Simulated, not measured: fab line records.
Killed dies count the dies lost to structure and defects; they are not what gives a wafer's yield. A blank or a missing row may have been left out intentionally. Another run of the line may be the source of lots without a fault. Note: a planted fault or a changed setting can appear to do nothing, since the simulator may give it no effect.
The tool behind it: which one? || flow gf180mcu || Sampling: 24 lots, 72 wafers, 3 of 602 route steps

== WHAT EACH GAUGE READ, for each wafer ==
GF_V2_CD_MEAS_14 targets a cd of 260 nm. Usual: 259.5 nm for cd_nm, sd 1.4.
{"lot": "L074", "measured": "day 20 10:38", "on": "cd_sem-02", "cd_nm (nm)": "259.5 258.6 259.3", "flag": ""}
{"lot": "L075", "measured": "day 20 18:55", "on": "cd_sem-01", "cd_nm (nm)": "259.0 259.1 258.8", "flag": ""}
{"lot": "L076", "measured": "day 20 23:50", "on": "cd_sem-02", "cd_nm (nm)": "261.0 260.4 258.9", "flag": ""}
{"lot": "L077", "measured": "day 21 08:31", "on": "cd_sem-01", "cd_nm (nm)": "258.9 258.9 258.4", "flag": ""}
{"lot": "L078", "measured": "day 21 20:43", "on": "cd_sem-02", "cd_nm (nm)": "260.9 262.5 261.5", "flag": ""}
{"lot": "L079", "measured": "day 22 02:20", "on": "cd_sem-02", "cd_nm (nm)": "260.4 258.5 258.8", "flag": ""}
{"lot": "L080", "measured": "day 22 10:20", "on": "cd_sem-02", "cd_nm (nm)": "260.0 260.4 259.4", "flag": ""}
{"lot": "L081", "measured": "day 23 00:17", "on": "cd_sem-02", "cd_nm (nm)": "257.0 258.4 258.8", "flag": ""}
{"lot": "L082", "measured": "day 23 08:19", "on": "cd_sem-02", "cd_nm (nm)": "262.2 262.9 262.0", "flag": ""}
{"lot": "L083", "measured": "day 23 13:07", "on": "cd_sem-02", "cd_nm (nm)": "259.7 259.1 260.3", "flag": ""}
{"lot": "L084", "measured": "day 24 05:44", "on": "cd_sem-02", "cd_nm (nm)": "257.4 258.0 256.5", "flag": ""}
{"lot": "L085", "measured": "day 24 11:40", "on": "cd_sem-01", "cd_nm (nm)": "259.6 260.5 259.4", "flag": ""}
{"lot": "L086", "measured": "day 24 19:40", "on": "cd_sem-02", "cd_nm (nm)": "259.5 259.1 261.0", "flag": ""}
{"lot": "L087", "measured": "day 25 02:07", "on": "cd_sem-02", "cd_nm (nm)": "261.1 260.4 261.1", "flag": ""}
{"lot": "L088", "measured": "day 25 11:10", "on": "cd_sem-02", "cd_nm (nm)": "259.6 259.1 259.7", "flag": ""}
{"lot": "L089", "measured": "day 25 18:18", "on": "cd_sem-02", "cd_nm (nm)": "259.4 257.7 258.0", "flag": ""}
{"lot": "L090", "measured": "day 25 22:36", "on": "cd_sem-01", "cd_nm (nm)": "258.8 258.4 258.3", "flag": ""}
{"lot": "L091", "measured": "day 26 07:15", "on": "cd_sem-01", "cd_nm (nm)": "256.5 257.3 256.9", "flag": ""}
{"lot": "L092", "measured": "day 26 15:32", "on": "cd_sem-01", "cd_nm (nm)": "258.0 256.9 257.8", "flag": ""}
{"lot": "L093", "measured": "day 26 20:51", "on": "cd_sem-02", "cd_nm (nm)": "260.7 260.8 259.3", "flag": ""}
{"lot": "L094", "measured": "day 27 09:10", "on": "cd_sem-02", "cd_nm (nm)": "259.6 257.8 258.0", "flag": ""}
{"lot": "L095", "measured": "day 27 13:55", "on": "cd_sem-02", "cd_nm (nm)": "262.6 261.4 261.5", "flag": ""}
{"lot": "L096", "measured": "day 28 02:08", "on": "cd_sem-02", "cd_nm (nm)": "258.5 258.4 259.7", "flag": ""}
{"lot": "L097", "measured": "day 28 09:19", "on": "cd_sem-02", "cd_nm (nm)": "260.4 258.8 259.8", "flag": ""}

GF_M3_THK_MEAS_06: measures by xrf. Usual: for M3_ALCU_THK the level is 448 nm and the standard deviation is 6.2.
{"lot": "L074", "measured": "day 20 12:29", "on": "film_metro-02", "M3_ALCU_THK (nm)": "444 442 439", "flag": ""}
{"lot": "L075", "measured": "day 20 20:46", "on": "film_metro-02", "M3_ALCU_THK (nm)": "453 448 445", "flag": ""}
{"lot": "L076", "measured": "day 21 01:40", "on": "film_metro-02", "M3_ALCU_THK (nm)": "436 439 441", "flag": ""}
{"lot": "L077", "measured": "day 21 10:25", "on": "film_metro-01", "M3_ALCU_THK (nm)": "441 444 435", "flag": ""}
{"lot": "L078", "measured": "day 21 22:44", "on": "film_metro-02", "M3_ALCU_THK (nm)": "448 447 451", "flag": ""}
{"lot": "L079", "measured": "day 22 04:11", "on": "film_metro-02", "M3_ALCU_THK (nm)": "446 452 450", "flag": ""}
{"lot": "L080", "measured": "day 22 12:13", "on": "film_metro-01", "M3_ALCU_THK (nm)": "442 444 442", "flag": ""}
{"lot": "L081", "measured": "day 23 02:10", "on": "film_metro-01", "M3_ALCU_THK (nm)": "434 429 434", "flag": ""}
{"lot": "L082", "measured": "day 23 10:18", "on": "film_metro-01", "M3_ALCU_THK (nm)": "453 453 447", "flag": ""}
{"lot": "L083", "measured": "day 23 14:59", "on": "film_metro-04", "M3_ALCU_THK (nm)": "457 443 454", "flag": ""}
{"lot": "L084", "measured": "day 24 07:34", "on": "film_metro-04", "M3_ALCU_THK (nm)": "458 449 455", "flag": ""}
{"lot": "L085", "measured": "day 24 13:56", "on": "film_metro-01", "M3_ALCU_THK (nm)": "455 444 453", "flag": ""}
{"lot": "L086", "measured": "day 24 21:39", "on": "film_metro-02", "M3_ALCU_THK (nm)": "452 446 453", "flag": ""}
{"lot": "L087", "measured": "day 25 04:07", "on": "film_metro-01", "M3_ALCU_THK (nm)": "452 453 444", "flag": ""}
{"lot": "L088", "measured": "day 25 13:01", "on": "film_metro-04", "M3_ALCU_THK (nm)": "453 452 454", "flag": ""}
{"lot": "L089", "measured": "day 25 20:10", "on": "film_metro-04", "M3_ALCU_THK (nm)": "459 451 452", "flag": ""}
{"lot": "L090", "measured": "day 26 00:28", "on": "film_metro-02", "M3_ALCU_THK (nm)": "447 445 454", "flag": ""}
{"lot": "L091", "measured": "day 26 09:07", "on": "film_metro-04", "M3_ALCU_THK (nm)": "458 458 451", "flag": ""}
{"lot": "L092", "measured": "day 26 17:25", "on": "film_metro-01", "M3_ALCU_THK (nm)": "446 444 450", "flag": ""}
{"lot": "L093", "measured": "day 26 22:50", "on": "film_metro-04", "M3_ALCU_THK (nm)": "450 454 453", "flag": ""}
{"lot": "L094", "measured": "day 27 11:01", "on": "film_metro-02", "M3_ALCU_THK (nm)": "451 453 442", "flag": ""}
{"lot": "L095", "measured": "day 27 15:47", "on": "film_metro-04", "M3_ALCU_THK (nm)": "446 446 442", "flag": ""}
{"lot": "L096", "measured": "day 28 04:05", "on": "film_metro-02", "M3_ALCU_THK (nm)": "448 444 442", "flag": ""}
{"lot": "L097", "measured": "day 28 11:11", "on": "film_metro-04", "M3_ALCU_THK (nm)": "448 446 454", "flag": ""}

== TOOL THAT RAN EACH LOT (tool first, then ch and the chambers of the sampled wafers, then the start) ==
{"lot": "L074", "GF_M3_SPUTTER_01": "pvd_sputter-03, day 20 12:14"}
{"lot": "L075", "GF_M3_SPUTTER_01": "pvd_sputter-01, day 20 20:31"}
{"lot": "L076", "GF_M3_SPUTTER_01": "pvd_sputter-01, day 21 01:25"}
{"lot": "L077", "GF_M3_SPUTTER_01": "pvd_sputter-03, day 21 10:10"}
{"lot": "L078", "GF_M3_SPUTTER_01": "pvd_sputter-04, day 21 22:29"}
{"lot": "L079", "GF_M3_SPUTTER_01": "pvd_sputter-01, day 22 03:56"}
{"lot": "L080", "GF_M3_SPUTTER_01": "pvd_sputter-03, day 22 11:58"}
{"lot": "L081", "GF_M3_SPUTTER_01": "pvd_sputter-01, day 23 01:55"}
{"lot": "L082", "GF_M3_SPUTTER_01": "pvd_sputter-03, day 23 10:02"}
{"lot": "L083", "GF_M3_SPUTTER_01": "pvd_sputter-03, day 23 14:43"}
{"lot": "L084", "GF_M3_SPUTTER_01": "pvd_sputter-03, day 24 07:17"}
{"lot": "L085", "GF_M3_SPUTTER_01": "pvd_sputter-03, day 24 13:41"}
{"lot": "L086", "GF_M3_SPUTTER_01": "pvd_sputter-03, day 24 21:25"}
{"lot": "L087", "GF_M3_SPUTTER_01": "pvd_sputter-03, day 25 03:52"}
{"lot": "L088", "GF_M3_SPUTTER_01": "pvd_sputter-01, day 25 12:46"}
{"lot": "L089", "GF_M3_SPUTTER_01": "pvd_sputter-01, day 25 19:55"}
{"lot": "L090", "GF_M3_SPUTTER_01": "pvd_sputter-03, day 26 00:13"}
{"lot": "L091", "GF_M3_SPUTTER_01": "pvd_sputter-03, day 26 08:53"}
{"lot": "L092", "GF_M3_SPUTTER_01": "pvd_sputter-04, day 26 17:10"}
{"lot": "L093", "GF_M3_SPUTTER_01": "pvd_sputter-04, day 26 22:35"}
{"lot": "L094", "GF_M3_SPUTTER_01": "pvd_sputter-01, day 27 10:47"}
{"lot": "L095", "GF_M3_SPUTTER_01": "pvd_sputter-04, day 27 15:31"}
{"lot": "L096", "GF_M3_SPUTTER_01": "pvd_sputter-04, day 28 03:49"}
{"lot": "L097", "GF_M3_SPUTTER_01": "pvd_sputter-01, day 28 10:57"}
- GF_M3_SPUTTER_01: material TiN, target thk 30 nm, time 25 s.

== WHAT THE TOOLS THEMSELVES READ (means of the sampled wafers that have a number; where no wafer has one, the mark that the record gives instead) ==
GF_M3_SPUTTER_01. Usual: 30.1 % for throttle_valve_pct, sd 1.1.
{"lot": "L074", "tool": "pvd_sputter-03", "throttle_valve_pct (%)": 30.3, "flag": ""}
{"lot": "L075", "tool": "pvd_sputter-01", "throttle_valve_pct (%)": 30.6, "flag": ""}
{"lot": "L076", "tool": "pvd_sputter-01", "throttle_valve_pct (%)": 29.6, "flag": ""}
{"lot": "L077", "tool": "pvd_sputter-03", "throttle_valve_pct (%)": 29.1, "flag": ""}
{"lot": "L078", "tool": "pvd_sputter-04", "throttle_valve_pct (%)": 30.8, "flag": ""}
{"lot": "L079", "tool": "pvd_sputter-01", "throttle_valve_pct (%)": 28.9, "flag": ""}
{"lot": "L080", "tool": "pvd_sputter-03", "throttle_valve_pct (%)": 30.2, "flag": ""}
{"lot": "L081", "tool": "pvd_sputter-01", "throttle_valve_pct (%)": 30.0, "flag": ""}
{"lot": "L082", "tool": "pvd_sputter-03", "throttle_valve_pct (%)": 29.2, "flag": ""}
{"lot": "L083", "tool": "pvd_sputter-03", "throttle_valve_pct (%)": 29.7, "flag": ""}
{"lot": "L084", "tool": "pvd_sputter-03", "throttle_valve_pct (%)": 30.8, "flag": ""}
{"lot": "L085", "tool": "pvd_sputter-03", "throttle_valve_pct (%)": 29.7, "flag": ""}
{"lot": "L086", "tool": "pvd_sputter-03", "throttle_valve_pct (%)": 30.7, "flag": ""}
{"lot": "L087", "tool": "pvd_sputter-03", "throttle_valve_pct (%)": 30.8, "flag": ""}
{"lot": "L088", "tool": "pvd_sputter-01", "throttle_valve_pct (%)": 30.7, "flag": ""}
{"lot": "L089", "tool": "pvd_sputter-01", "throttle_valve_pct (%)": 29.7, "flag": ""}
{"lot": "L090", "tool": "pvd_sputter-03", "throttle_valve_pct (%)": 30.9, "flag": ""}
{"lot": "L091", "tool": "pvd_sputter-03", "throttle_valve_pct (%)": 30.8, "flag": ""}
{"lot": "L092", "tool": "pvd_sputter-04", "throttle_valve_pct (%)": 29.2, "flag": ""}
{"lot": "L093", "tool": "pvd_sputter-04", "throttle_valve_pct (%)": 30.1, "flag": ""}
{"lot": "L094", "tool": "pvd_sputter-01", "throttle_valve_pct (%)": 29.6, "flag": ""}
{"lot": "L095", "tool": "pvd_sputter-04", "throttle_valve_pct (%)": 29.5, "flag": ""}
{"lot": "L096", "tool": "pvd_sputter-04", "throttle_valve_pct (%)": 29.7, "flag": ""}
{"lot": "L097", "tool": "pvd_sputter-01", "throttle_valve_pct (%)": 29.5, "flag": ""}

== THE ANSWER, worked out from the rows above alone ==
Rule: a lot is off if the mean of its wafers that have a number lies more than 3 standard deviations from the usual mean. Also off: a lot with no number at a reading for which 4 or more lots have one. Where the step has rows for the other lots, those lots are counted as sound. After the gauges, taken in route order, come the tools' own readings; for these a lot's mean is taken, as printed above. At the first step where some lot is off, the reading lying furthest off is the one used; lots without a number count as furthest.
Nothing can be told from this: no lot is off at any reading shown.

== WHAT HAD BEEN PUT IN BY THE SIMULATOR ==
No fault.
